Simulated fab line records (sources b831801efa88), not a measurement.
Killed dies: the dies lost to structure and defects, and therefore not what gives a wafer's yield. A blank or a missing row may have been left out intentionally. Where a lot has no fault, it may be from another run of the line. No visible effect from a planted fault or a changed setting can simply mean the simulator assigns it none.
Which tool is to blame?	flow gf180mcu	12 lots, 36 wafers sampled, at 3 steps of a route of 602

== WHAT EACH GAUGE READ, for each wafer ==
GF_TOP_METAL_THK_MEAS_06: measures by xrf. Usual: TOP_METAL_ALCU_THK typically reads 910 nm, with standard deviation 10.
lot	measured	on	TOP_METAL_ALCU_THK (nm)	flag
L114	day 27 14:11	filmMetro-03	909 916 915	
L115	day 27 20:19	filmMetro-02	907 907 914	
L118	day 28 22:13	filmMetro-02	912 910 921	
L120	day 29 17:01	filmMetro-04	902 898 896	
L124	day 30 11:58	filmMetro-04	901 898 905	
L125	day 30 22:06	filmMetro-04	922 909 917	
L126	day 31 00:52	filmMetro-04	903 913 919	
L128	day 31 10:56	filmMetro-03	920 921 920	
L133	day 32 15:11	filmMetro-02	905 920 912	
L134	day 33 00:33	filmMetro-03	902 904 916	
L136	day 33 11:04	filmMetro-03	927 908 902	
L137	day 33 14:52	filmMetro-03	898 907 897	

== WHICH TOOL RAN EACH LOT (tool, then ch and the chambers of the sampled wafers, then the start) ==
lot	GF_TOP_METAL_SPUTTER_02	GF_TOP_METAL_SPUTTER_04
L114	pvdSputter-03, day 27 13:58	pvdSputter-03, day 27 14:02
L115	pvdSputter-02, day 27 20:06	pvdSputter-02, day 27 20:10
L118	pvdSputter-03, day 28 21:59	pvdSputter-03, day 28 22:03
L120	pvdSputter-02, day 29 16:47	pvdSputter-02, day 29 16:51
L124	pvdSputter-03, day 30 11:46	pvdSputter-03, day 30 11:49
L125	pvdSputter-02, day 30 21:53	pvdSputter-02, day 30 21:56
L126	pvdSputter-03, day 31 00:38	pvdSputter-03, day 31 00:41
L128	pvdSputter-03, day 31 10:43	pvdSputter-03, day 31 10:46
L133	pvdSputter-02, day 32 14:58	pvdSputter-02, day 32 15:01
L134	pvdSputter-04, day 33 00:20	pvdSputter-04, day 33 00:24
L136	pvdSputter-02, day 33 10:50	pvdSputter-02, day 33 10:53
L137	pvdSputter-02, day 33 14:40	pvdSputter-02, day 33 14:43
- GF_TOP_METAL_SPUTTER_02: material AlCu, target thk 900 nm, time 47.82 s.
- GF_TOP_METAL_SPUTTER_04: material TiN, target thk 25 nm, time 20.8 s.

== AS READ BY THE TOOLS THEMSELVES (means over the sampled wafers that have a number; for cases with no such wafer, the mark the record gives instead) ==
GF_TOP_METAL_SPUTTER_02. Usual: throttleValvePct 30.1 %, standard deviation 1.2.
lot	tool	throttleValvePct (%)	flag
L114	pvdSputter-03	31.4	
L115	pvdSputter-02	29.4	
L118	pvdSputter-03	31.2	
L120	pvdSputter-02	29.4	
L124	pvdSputter-03	30.7	
L125	pvdSputter-02	30.0	
L126	pvdSputter-03	30.5	
L128	pvdSputter-03	31.2	
L133	pvdSputter-02	29.9	
L134	pvdSputter-04	31.2	
L136	pvdSputter-02	29.4	
L137	pvdSputter-02	29.5	

GF_TOP_METAL_SPUTTER_04. Usual: throttleValvePct 30.1 %, standard deviation 1.2.
lot	tool	throttleValvePct (%)	flag
L114	pvdSputter-03	31.6	
L115	pvdSputter-02	29.4	
L118	pvdSputter-03	31.1	
L120	pvdSputter-02	29.6	
L124	pvdSputter-03	30.5	
L125	pvdSputter-02	29.8	
L126	pvdSputter-03	30.4	
L128	pvdSputter-03	31.1	
L133	pvdSputter-02	29.9	
L134	pvdSputter-04	31.3	
L136	pvdSputter-02	29.2	
L137	pvdSputter-02	29.5	

== THE ANSWER, worked out from the rows above alone ==
Rule: a lot is off if the mean of its wafers that have a number lies more than 3 standard deviations from the usual mean. A lot without any number at a reading at which 4 lots or more have one is off too. Where the step has rows for the other lots, those lots are counted as sound. After the gauges, taken in route order, come the tools' own readings; for these a lot's mean is taken, as printed above. At the first step where some lot is off, the reading lying furthest off is the one used; lots without a number count as furthest.
None of the lots is off at any reading shown; this tells nothing.

== WHAT THE SIMULATOR HAD PUT IN ==
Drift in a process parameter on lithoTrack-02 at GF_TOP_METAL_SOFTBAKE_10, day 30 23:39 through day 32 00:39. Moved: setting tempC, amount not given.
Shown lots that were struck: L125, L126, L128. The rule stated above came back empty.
